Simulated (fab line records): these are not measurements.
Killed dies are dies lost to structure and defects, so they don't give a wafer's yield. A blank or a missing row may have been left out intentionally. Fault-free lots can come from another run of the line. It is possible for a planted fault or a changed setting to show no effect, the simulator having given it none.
Comparing a struck lot with a sound one	flow sky130	16 steps out of a route of 708
Sound: wafers L863.2, L863.4, L863.6. Struck: wafer L871.1. (L871.4 of the same lot was not struck and is left out.) The cause comes at the end.
Order at every step that has rows: each side's tool, ch and its chambers, its first start. Under that, the readings that differ: sound wafers	struck wafers	difference of the means	sigmas: that difference in standard deviations of wafers without a fault.
alike: readings with means less than 2 such deviations apart, plus words and numbers identical on both sides. not compared: withheld readings, readings lacking a value on some wafer, bounds such as >300 that could conceal the same value, and numbers that have no deviation in the record and whose values overlap.
The two part at a step that has a row with sigmas, a row that says differs or no value, or rows on one side only. Numbers that don't overlap but have no deviation are shown without sigmas and don't part them. Lack of a reading on every wafer of one side parts them only where that side has two or more wafers.

first, 2 steps without rows for these wafers: SKY_METAL3_PEB_11; SKY_METAL3_DEVELOP_12 (develop time 60 s).
SKY_METAL3_CD_MEAS_13 targets a cd of 300 nm.
  sound on cd_sem-01, day 40 13:49; struck on cd_sem-02, day 42 17:50
  alike: cd_nm
SKY_METAL3_OVL_MEAS_14:
  sound on overlay-01, day 40 13:55; struck on overlay-01, day 42 17:57
  alike: METAL3_OVL
SKY_METAL3_DESCUM_15: chemistry O2, time 8 s.
  sound on rie_metal-03 ch 0,1, day 40 13:57; struck on rie_metal-03 ch 0, day 42 17:59
  alike: drypump_motor_current_A, oes_product_au
  not compared: rf_hours_counter_h
SKY_METAL3_ETCH_16: etches BARC in N2/H2, stops on SiO2, time 88.2 s, target depth 60 nm.
  sound on rie_metal-03 ch 0,1, day 40 13:59; struck on rie_metal-03 ch 0, day 42 18:01
  alike: drypump_motor_current_A, oes_product_au, throttle_valve_pct
  not compared: rf_hours_counter_h
SKY_METAL3_ETCH_17: etches SiO2 in C4F8/O2/Ar, stops on TiN, time 3.9 s, target depth 15 nm.
  sound on rie_diel-03 ch 0,2, day 40 14:05; struck on rie_diel-03 ch 3, day 42 18:07
  alike: oes_product_au
  not compared: rf_hours_counter_h
SKY_METAL3_METAL_ETCH_18: etches the open film in Cl2/BCl3, stops on SiO2, target depth 845 nm, time 183.1 s.
  sound on rie_metal-02 ch 0,1, day 40 14:06; struck on rie_metal-02 ch 0, day 42 18:09
  alike: drypump_motor_current_A, oes_product_au, throttle_valve_pct
  not compared: rf_hours_counter_h
then, 4 steps without rows for these wafers: SKY_METAL3_STRIP_19 (strips in O2/N2); SKY_METAL3_STRIP_20 (strips in post etch residue remover, time 1200 s); SKY_METAL3_CLEAN_21 (cleans in IPA, time 180 s); SKY_METAL3_CLEAN_22 (cleans in O3/DIW).
SKY_VIA3_HDPCVD_00: deposits SiO2, target thk 1635 nm, time 272.5 s.
  sound on hdpcvd-02 ch 0,2, day 40 14:52; struck on hdpcvd-02 ch 2, day 42 19:08
reading	sound	struck	difference	sigmas
model.SiO2_of_VIA3_HDPCVD_00.thk_nm (nm)	1621 1639 1608	2097	+474	
SKY_VIA3_THK_MEAS_01:
  sound on film_metro-03, day 40 15:03; struck on film_metro-01, day 42 19:31
reading	sound	struck	difference	sigmas
VIA3_HDPCVD_THK (nm)	1619 1639 1608	2097	+475	+28
  not compared: hold
SKY_VIA3_CMP_02: polishes SiO2.
  sound on cmp-02 ch 0,1,3, day 40 15:09; struck on cmp-02 ch 1, day 42 21:52
reading	sound	struck	difference	sigmas
hold	- - -	await_dispo/2.3h/release	no value on the sound wafers	
  alike: motor_current_A
-- the record jumps here: 6 days lie between the struck wafers' starts before and after (it left off in module VIA3 and takes up again in module PAD_OPEN, whose first step shown is number 708 of the route) --
SKY_PAD_OPEN_PROBE_99:
  only the struck wafers here have rows in the record (prober-02, day 49 02:55); the sound ones have none

## WHERE THEY PART
At SKY_VIA3_THK_MEAS_01 first; at SKY_PAD_OPEN_PROBE_99 last (within this record only).

WHY: whatever the simulator had introduced
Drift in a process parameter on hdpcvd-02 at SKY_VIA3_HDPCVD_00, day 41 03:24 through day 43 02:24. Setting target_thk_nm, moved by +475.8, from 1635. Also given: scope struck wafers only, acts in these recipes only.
